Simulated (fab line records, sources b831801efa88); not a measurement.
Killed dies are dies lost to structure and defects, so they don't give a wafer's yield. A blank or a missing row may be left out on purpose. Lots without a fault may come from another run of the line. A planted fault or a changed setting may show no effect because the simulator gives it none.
A struck lot beside a sound one | flow sky130 | 20 steps out of a route of 708
Sound: wafers L498.2, L498.3, L498.4. Struck: wafers L514.1, L514.4, L514.6. The cause comes at the end.
At each step with rows: each side's tool, then ch and its chambers, then its first start. Under that, the readings that differ: sound wafers | struck wafers | difference of the means | sigmas: that difference in standard deviations of wafers without a fault.
alike: readings whose means differ by less than 2 such deviations, and words and numbers that are the same on both sides. not compared: withheld readings, readings that some wafer has no value for, bounds like >300 that may hide the same value, and numbers for which the record gives no deviation and whose values overlap.
The two part at a step that has a row with sigmas, a row that says differs or no value, or rows on one side only. Numbers that don't overlap but have no deviation are shown without sigmas and don't part them. A reading that every wafer of one side lacks parts them only if that side has two wafers or more.

SKY_FIELD_ISO_BOW_MEAS_00:
  sound on film_metro-01, day 1 10:01; struck on film_metro-04, day 4 18:00
  alike: INCOMING_BOW
then, 1 step without rows for these wafers: SKY_FIELD_ISO_OXIDATION_01 (stabilise 600 s, purge 300 s, target thk 12 nm).
SKY_FIELD_ISO_THK_MEAS_02:
  sound on film_metro-01, day 1 14:35; struck on film_metro-04, day 4 21:46
  alike: FIELD_ISO_OXIDATION_00_THK
then, 1 step without rows for these wafers: SKY_FIELD_ISO_CVD_03 (deposits Si3N4 from DCS/NH3, target thk 165 nm, time 2830 s).
SKY_FIELD_ISO_THK_MEAS_04:
  sound on film_metro-01, day 1 17:20; struck on film_metro-01, day 5 00:34
  alike: FIELD_ISO_CVD_03_THK
then, 5 steps without rows for these wafers: SKY_FIELD_ISO_DEHYDRATE_05 (time 60 s); SKY_FIELD_ISO_HMDS_06 (prime time 60 s); SKY_FIELD_ISO_COAT_07 (resist thk 60 nm); SKY_FIELD_ISO_COAT_08 (resist thk 450 nm); SKY_FIELD_ISO_SOFTBAKE_09 (time 90 s).
SKY_FIELD_ISO_EXPOSE_10: exposes mask FOM, target cd 150 nm.
  sound on krf_scanner-02 ch 0, day 1 23:07; struck on krf_scanner-01 ch 0, day 5 09:14
  reading | sound             | struck                     | difference | sigmas
  mask    | FOM#0 FOM#0 FOM#0 | FOM_R1#0 FOM_R1#0 FOM_R1#0 | differs    |
then, 2 steps without rows for these wafers: SKY_FIELD_ISO_PEB_11; SKY_FIELD_ISO_DEVELOP_12 (develop time 60 s).
SKY_FIELD_ISO_CD_MEAS_13: target cd 150 nm.
  sound on cd_sem-01, day 2 06:56; struck on cd_sem-02, day 5 18:57
  reading    | sound             | struck            | difference | sigmas
  cd_nm (nm) | 151.2 149.9 150.7 | 142.6 142.9 142.7 | -7.9       | -6
  not compared: hold
SKY_FIELD_ISO_ETCH_14: etches BARC in N2/H2, stops on SiO2, time 45.9 s, target depth 60 nm.
  sound on rie_diel-03 ch 0,2,3, day 2 07:02; struck on rie_diel-03 ch 0,1,3, day 6 03:54
  reading                    | sound             | struck                                                                     | difference                   | sigmas
  hold                       | - - -             | await_dispo/8.8h/release await_dispo/8.8h/release await_dispo/8.8h/release | no value on the sound wafers |
  model.FIELD_ISO.cd_nm (nm) | 151.9 149.9 151.5 | 143.6 143 141.8                                                            | -8.3                         |
  alike: drypump_motor_current_A, oes_product_au, throttle_valve_pct
  not compared: rf_hours_counter_h
SKY_FIELD_ISO_ETCH_15: etches the open film in CHF3/O2, stops on Si, target depth 180 nm, time 72 s.
  sound on rie_diel-03 ch 0,2,3, day 2 07:05; struck on rie_diel-03 ch 0,1,3, day 6 03:57
  alike: drypump_motor_current_A, oes_product_au, throttle_valve_pct
  not compared: rf_hours_counter_h
SKY_FIELD_ISO_STRIP_16: strips in O2/N2.
  sound on plasma_asher-03 ch 0,1, day 2 07:08; struck on plasma_asher-01 ch 0, day 6 04:00
  reading               | sound             | struck            | difference | sigmas
  oes_product_au (a.u.) | 0.373 0.377 0.373 | 0.385 0.383 0.389 | +0.011     | +2
  alike: drypump_motor_current_A, o2_flow_sccm, strip_time_to_endpoint_s
  not compared: rf_hours_counter_h
SKY_FIELD_ISO_ETCH_17: etches Si in HBr/Cl2/O2, target depth 342 nm, time 97.7 s.
  sound on rie_si-02 ch 0,1, day 2 07:14; struck on rie_si-02 ch 0,3, day 6 04:06
  reading                    | sound             | struck          | difference | sigmas
  model.FIELD_ISO.cd_nm (nm) | 153.2 151.4 151.1 | 146 142.9 139.2 | -9         |
  alike: drypump_motor_current_A, oes_product_au, throttle_valve_pct
  not compared: rf_hours_counter_h
then, 1 step without rows for these wafers: SKY_FIELD_ISO_WET_ETCH_18 (etches Si3N4 in H3PO4, target depth 25 nm, time 286 s).
-- the record jumps here: 44 days lie between the struck wafers' starts before and after (it left off in module FIELD_ISO and takes up again in module PAD_OPEN, whose first step shown is number 708 of the route) --
SKY_PAD_OPEN_PROBE_99:
  sound on prober-02, day 45 17:26; struck on prober-02, day 49 16:44
  reading                             | sound             | struck            | difference | sigmas
  killed_at_front_end                 | 10 8 7            | 21 19 15          | +10        | +2
  killed_open                         | 29 42 48          | 50 49 61          | +14        | +2
  model.etest.res_pdiff.line_ohm_um   | 1349 1380 1352    | 1409 1450 1482    | +87        |
  model.etest.res_ndiff.line_ohm_um   | 740 748 752.7     | 796 813.8 835     | +68        |
  model.etest.res_ndiff.width_nm (nm) | 159.2 157.7 157.7 | 152 149.4 145.4   | -9         |
  model.etest.res_pdiff.width_nm (nm) | 146.6 144.4 144.6 | 139.2 136.1 132.5 | -9.3       |
  alike: killed_at_M0_to_M3, killed_at_M4_up, killed_at_contacts, killed_at_other, killed_dies, killed_short
  not compared: model.etest.pfet_g5v0d10v5.r_on_ohm_um, model.etest.sram_nfet_pass.drive_ua_um

WHERE THEY PART
First at SKY_FIELD_ISO_EXPOSE_10; last, within this record, at SKY_PAD_OPEN_PROBE_99.

WHY: what the simulator had put in
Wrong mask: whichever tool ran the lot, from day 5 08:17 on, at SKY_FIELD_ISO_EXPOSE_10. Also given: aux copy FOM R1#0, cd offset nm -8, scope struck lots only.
